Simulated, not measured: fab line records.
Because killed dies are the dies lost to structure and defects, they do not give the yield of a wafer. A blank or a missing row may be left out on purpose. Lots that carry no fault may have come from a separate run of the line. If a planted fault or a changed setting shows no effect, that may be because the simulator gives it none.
A struck lot beside a sound one    flow sky130    44 steps out of a route of 708
Sound: these wafers, L634.1, L634.3, L634.5. Struck: wafers L643.2, L643.3, L643.6. The cause is given at the end.
For every step that has rows: the tool of each side, followed by ch and its chambers, followed by its first start. Under that, the readings that differ: sound wafers    struck wafers    difference of the means    sigmas: that difference in standard deviations of wafers without a fault.
alike: same words and numbers on both sides, and readings whose means sit less than 2 such deviations apart. not compared: any withheld reading, any reading some wafer has no value for, any bound like >300 that may hide the same value, and any number with overlapping values for which the record gives no deviation.
Wherever a step has rows on one side only, a row that says differs or no value, or a row with sigmas, the two part there. Numbers that don't overlap but have no deviation are shown without sigmas and don't part them. A reading missing from all wafers of one side parts the sides only when that side holds two or more wafers.

first, 2 steps without rows for these wafers: SKY_DNWELL_DEVELOP_06 (develop time 60 s); SKY_DNWELL_IMPLANT_07.
SKY_DNWELL_STRIP_08: strips in O2/N2.
  sound on plasmaAsher-01 ch 0,1, day 4 21:05; struck on plasmaAsher-03 ch 0,1, day 6 14:14
  alike: drypumpMotorCurrentA, oesProductAu, stripTimeToEndpointS
  not compared: rfHoursCounterH
SKY_DNWELL_TW_MEAS_09:
  struck on filmMetro-01, day 6 14:20; sound on filmMetro-04, day 4 21:11
  alike: DNWELL_TW
then, 7 steps without rows for these wafers: SKY_PWDE_DEHYDRATE_00 (time 60 s); SKY_PWDE_HMDS_01 (prime time 60 s); SKY_PWDE_COAT_02 (resist thk 3000 nm); SKY_PWDE_SOFTBAKE_03; SKY_PWDE_EXPOSE_04 (exposes mask PWDEM, target cd 840 nm); SKY_PWDE_PEB_05; SKY_PWDE_DEVELOP_06 (develop time 60 s).
SKY_PWDE_OVL_MEAS_07:
  struck on overlay-02, day 7 09:28; sound on overlay-01, day 5 14:25
  alike: PWDE_OVL
SKY_PWDE_IMPLANT_08:
  sound on implanter-02 ch 0, day 5 14:27; struck on implanter-02 ch 0, day 7 09:50
SKY_PWDE_STRIP_09: strips in O2/N2.
  sound on plasmaAsher-03 ch 0,1, day 5 14:36; struck on plasmaAsher-02 ch 0,1, day 7 09:58
reading                   sound              struck             difference  sigmas
drypumpMotorCurrentA (A)  6.5 6.5 6.1        5.6 5.5 5.6        -0.8        -2
stripTimeToEndpointS (s)  36.76 36.67 36.71  36.98 37.20 37.07  +0.37       +4
  alike: oesProductAu
  not compared: rfHoursCounterH
SKY_PWDE_TW_MEAS_10:
  struck on filmMetro-02, day 7 10:18; sound on filmMetro-01, day 5 14:42
reading  sound              struck             difference  sigmas
PWDE_TW  374.5 373.6 372.7  470.9 468.6 471.1  +96.6       +40
then, 7 steps without rows for these wafers: SKY_NWELL_DEHYDRATE_03 (time 60 s); SKY_NWELL_HMDS_04 (prime time 60 s); SKY_NWELL_COAT_05 (resist thk 3000 nm); SKY_NWELL_SOFTBAKE_06; SKY_NWELL_EXPOSE_07 (exposes mask NWM, target cd 840 nm); SKY_NWELL_PEB_08; SKY_NWELL_DEVELOP_09 (develop time 60 s).
SKY_NWELL_OVL_MEAS_10:
  struck on overlay-01, day 8 05:35; sound on overlay-01, day 6 09:25
  alike: NWELL_00_OVL
then, 3 steps without rows for these wafers: SKY_NWELL_IMPLANT_11; SKY_NWELL_IMPLANT_12; SKY_NWELL_IMPLANT_13.
SKY_NWELL_STRIP_14: strips in O2/N2.
  sound on plasmaAsher-04 ch 0,1, day 6 09:53; struck on plasmaAsher-04 ch 0,1, day 8 06:04
  alike: drypumpMotorCurrentA, oesProductAu, stripTimeToEndpointS
  not compared: rfHoursCounterH
SKY_NWELL_TW_MEAS_15:
  struck on filmMetro-04, day 8 06:11; sound on filmMetro-01, day 6 09:59
  alike: NWELL_TW
then, 7 steps without rows for these wafers: SKY_NWELL_DEHYDRATE_16 (time 60 s); SKY_NWELL_HMDS_17 (prime time 60 s); SKY_NWELL_COAT_18 (resist thk 3000 nm); SKY_NWELL_SOFTBAKE_19; SKY_NWELL_EXPOSE_20 (exposes mask NWM COMPLEMENT, target cd 840 nm); SKY_NWELL_PEB_21; SKY_NWELL_DEVELOP_22 (develop time 60 s).
SKY_NWELL_OVL_MEAS_23:
  struck on overlay-01, day 9 02:55; sound on overlay-01, day 7 03:56
  alike: NWELL_01_OVL
next, for these wafers, 1 step has no rows: SKY_NWELL_IMPLANT_24.
SKY_NWELL_STRIP_25: strips in O2/N2.
  sound on plasmaAsher-01 ch 0,1, day 7 04:07; struck on plasmaAsher-01 ch 0,1, day 9 03:05
  alike: drypumpMotorCurrentA, oesProductAu, stripTimeToEndpointS
  not compared: rfHoursCounterH
SKY_NWELL_TW_MEAS_26:
  struck on filmMetro-02, day 9 03:12; sound on filmMetro-04, day 7 04:13
reading     sound        struck       difference  sigmas
NWELL_2_TW  496 497 495  502 505 504  +8          +2
then, 1 step without rows for these wafers: SKY_NWELL_CLEAN_27 (cleans in SC1/SC2, time 150 s).
SKY_NWELL_RTA_28: time 30 s.
  sound on rtpAnneal-01 ch 0, day 7 04:20; struck on rtpAnneal-01 ch 0, day 9 03:19
  alike: lampPowerPct, rampUpCPerS, wafer_temp_C_max
SKY_NWELL_RS_MEAS_29: the measuring method here is four-point-probe.
  struck on filmMetro-01, day 9 03:25; sound on filmMetro-01, day 7 04:26
  alike: NWELL_RS
SKY_NWELL_RS_MEAS_31: the measuring method here is four-point-probe.
  struck on filmMetro-01, day 9 03:57; sound on filmMetro-01, day 7 04:40
reading           sound           struck          difference  sigmas
PWDE_RS (ohm/sq)  5317 5284 5275  3113 3120 3114  -2176       -99 or more
SKY_PAD_OPEN_PROBE_99:
  sound wafers here have rows in the record (prober-01, day 47 12:48); struck ones have none

## WHERE THEY PART
First at SKY_PWDE_STRIP_09; last, within this record, at SKY_PAD_OPEN_PROBE_99.

WHY: whatever the simulator had introduced
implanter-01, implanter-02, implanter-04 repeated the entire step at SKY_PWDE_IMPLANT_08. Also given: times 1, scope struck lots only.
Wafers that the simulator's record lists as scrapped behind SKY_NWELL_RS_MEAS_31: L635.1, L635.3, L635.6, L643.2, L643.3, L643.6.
